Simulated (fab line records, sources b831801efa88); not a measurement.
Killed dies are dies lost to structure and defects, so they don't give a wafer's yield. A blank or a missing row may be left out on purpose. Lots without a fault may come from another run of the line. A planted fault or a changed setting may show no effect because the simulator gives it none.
A struck lot beside a sound one | flow sky130 | 15 steps out of a route of 708
Sound: wafers L280.3, L280.4, L280.6. Struck: wafers L287.1, L287.5, L287.6. The cause comes at the end.
At each step with rows: each side's tool, then ch and its chambers, then its first start. Under that, the readings that differ: sound wafers | struck wafers | difference of the means | sigmas: that difference in standard deviations of wafers without a fault.
alike: readings whose means differ by less than 2 such deviations, and words and numbers that are the same on both sides. not compared: withheld readings, readings that some wafer has no value for, bounds like >300 that may hide the same value, and numbers for which the record gives no deviation and whose values overlap.
The two part at a step that has a row with sigmas, a row that says differs or no value, or rows on one side only. Numbers that don't overlap but have no deviation are shown without sigmas and don't part them. A reading that every wafer of one side lacks parts them only if that side has two wafers or more.

first, 6 steps without rows for these wafers: SKY_LDD_N_HMDS_01 (prime time 60 s); SKY_LDD_N_COAT_02 (resist thk 300 nm); SKY_LDD_N_SOFTBAKE_03 (time 60 s); SKY_LDD_N_EXPOSE_04 (exposes mask NTM, target cd 840 nm); SKY_LDD_N_PEB_05; SKY_LDD_N_DEVELOP_06 (develop time 60 s).
SKY_LDD_N_OVL_MEAS_07:
  sound on overlay-02, day 21 00:37; struck on overlay-02, day 24 04:27
  alike: LDD_N_OVL
then, 5 steps without rows for these wafers: SKY_LDD_N_IMPLANT_08; SKY_LDD_N_IMPLANT_09; SKY_LDD_N_IMPLANT_10; SKY_LDD_N_IMPLANT_11; SKY_LDD_N_IMPLANT_12.
SKY_LDD_N_IMPLANT_13:
  sound on implanter-01 ch 0, day 21 01:26; struck on implanter-03 ch 0, day 24 05:14
  reading                | sound                | struck               | difference | sigmas
  rotation_deg (degrees) | 90.028 90.055 89.991 | 281.64 281.67 281.65 | +191.63    | +99 or more
then, 1 step without rows for these wafers: SKY_LDD_N_IMPLANT_14.
-- the record jumps here: 27 days lie between the struck wafers' starts before and after (it left off in module LDD_N and takes up again in module PAD_OPEN, whose first step shown is number 708 of the route) --
SKY_PAD_OPEN_PROBE_99:
  sound on prober-01, day 49 01:14; struck on prober-01, day 51 01:10
  reading                                    | sound                | struck               | difference | sigmas
  model.etest.nfet_01v8_turned.vt_sat_v (V)  | 0.6544 0.6502 0.6504 | 0.6977 0.7067 0.7199 | +0.0564    |
  model.etest.nfet_01v8_turned.vt_v (V)      | 0.7014 0.6984 0.6995 | 0.7115 0.7166 0.733  | +0.0206    |
  model.etest.nfet_01v8_swapped.vt_sat_v (V) | 0.6568 0.6488 0.6502 | 0.6231 0.628 0.6372  | -0.0225    |
  alike: killed_at_M0_to_M3, killed_at_M4_up, killed_at_contacts, killed_at_front_end, killed_at_other, killed_dies, killed_open, killed_short

WHERE THEY PART
Only at SKY_LDD_N_IMPLANT_13, within this record. Later steps at which nothing parts them and some readings are alike: SKY_PAD_OPEN_PROBE_99.

WHY: what the simulator had put in
Process parameter drift: implanter-03, from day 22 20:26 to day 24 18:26, at SKY_LDD_N_IMPLANT_13. Setting rotation_deg, moved by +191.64, from 90. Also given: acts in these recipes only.
